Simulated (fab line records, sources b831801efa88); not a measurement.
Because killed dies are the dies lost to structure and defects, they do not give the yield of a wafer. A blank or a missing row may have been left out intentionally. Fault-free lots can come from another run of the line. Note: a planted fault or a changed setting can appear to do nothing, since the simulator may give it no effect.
Commonality check across tools | flow sky130 | Sampled: 13 lots, 39 wafers

## WHAT PROMPTED THE OPENING
Of 13 lots, 2 have the reading LDD_HVP_TW flagged at SKY_LDD_HVP_TW_MEAS_10. Wafers without a fault read 455.8, standard deviation 2.8.
Rule: a lot gets a flag if all its wafers with a number sit over 4 standard deviations from that mean, or if no wafer of it has a number. The other lots count as sound.

lot  | measured     | on            | LDD_HVP_TW, wafer by wafer | flag
L415 | day 22 09:03 | film_metro-02 | 452.7 454.0 454.4          |
L417 | day 22 21:23 | film_metro-02 | 454.6 455.4 454.5          |
L419 | day 24 03:39 | film_metro-01 | 456.3 458.7 459.7          |
L421 | day 24 11:22 | film_metro-02 | 452.1 451.3 450.6          |
L422 | day 24 13:44 | film_metro-01 | 456.6 457.2 459.0          |
L423 | day 24 18:14 | film_metro-02 | 449.7 451.1 454.2          |
L425 | day 25 10:56 | film_metro-02 | 451.5 452.5 450.0          |
L424 | day 25 11:59 | film_metro-01 | 455.1 458.2 459.7          |
L426 | day 25 23:12 | film_metro-04 | 455.4 454.5 458.6          |
L427 | day 26 01:04 | film_metro-04 | 458.9 455.5 456.2          |
L436 | day 29 00:15 | film_metro-04 | 458.5 461.3 459.1          |
L437 | day 29 02:25 | film_metro-04 | 479.2 476.8 478.3          | FLAGGED
L438 | day 29 09:52 | film_metro-02 | 476.8 478.5 476.1          | FLAGGED
On average the flagged lots' numbers are 477.6, which is +21.8 against the usual, or +8 standard deviations.

## TOOL THAT RAN EACH LOT
The record holds 1 process step before the reading, out of a route of 708 steps. In each cell: the tool, then ch and the chambers that the sampled wafers went through, then the start.
lot  | flag    | SKY_LDD_HVP_IMPLANT_08
L415 |         | implanter-04 ch 0, day 22 08:48
L417 |         | implanter-01 ch 0, day 22 21:10
L419 |         | implanter-02 ch 0, day 24 03:24
L421 |         | implanter-04 ch 0, day 24 11:08
L422 |         | implanter-01 ch 0, day 24 13:30
L423 |         | implanter-02 ch 0, day 24 18:00
L425 |         | implanter-01 ch 0, day 25 10:44
L424 |         | implanter-04 ch 0, day 25 11:45
L426 |         | implanter-01 ch 0, day 25 22:57
L427 |         | implanter-02 ch 0, day 26 00:49
L436 |         | implanter-04 ch 0, day 29 00:00
L437 | FLAGGED | implanter-02 ch 0, day 29 02:10
L438 | FLAGGED | implanter-02 ch 0, day 29 09:37
These steps, and what they do:
- SKY_LDD_HVP_IMPLANT_08
- SKY_LDD_HVP_TW_MEAS_10

## FLAGGED AGAINST TOTAL, ONE TOOL AT A TIME (gauges that did the reading follow at the end)
step                   | tool          | lots run | flagged | share of the flagged lots | sound lots run after its first flagged lot
SKY_LDD_HVP_IMPLANT_08 | implanter-01  | 4        | 0       | none                      | -
SKY_LDD_HVP_IMPLANT_08 | implanter-02  | 5        | 2       | all                       | 0
SKY_LDD_HVP_IMPLANT_08 | implanter-04  | 4        | 0       | none                      | -
SKY_LDD_HVP_TW_MEAS_10 | film_metro-01 | 3        | 0       | none                      | -
SKY_LDD_HVP_TW_MEAS_10 | film_metro-02 | 6        | 1       | some                      | 0
SKY_LDD_HVP_TW_MEAS_10 | film_metro-04 | 4        | 1       | some                      | 0

## WHAT THE TABLE ALLOWS
All flagged lots share 1 row of the table, namely implanter-02 at SKY_LDD_HVP_IMPLANT_08.
- implanter-02 at SKY_LDD_HVP_IMPLANT_08: 2 of its 5 lots flagged. Its last sound lot is L427 (day 26 00:49), its first flagged lot L437 (day 29 02:10): a fault that began between those two fits. Its own readings lie more than 4 standard deviations out on every wafer of the flagged lots: beam_energy_keV.
What remains is a single tool, implanter-02 at SKY_LDD_HVP_IMPLANT_08.

## WHAT THE SIMULATOR HAD INSERTED
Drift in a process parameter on implanter-02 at SKY_LDD_HVP_IMPLANT_08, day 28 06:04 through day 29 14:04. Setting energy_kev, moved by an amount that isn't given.
Shown lots that were struck: L437, L438. Same finding as the rule above.
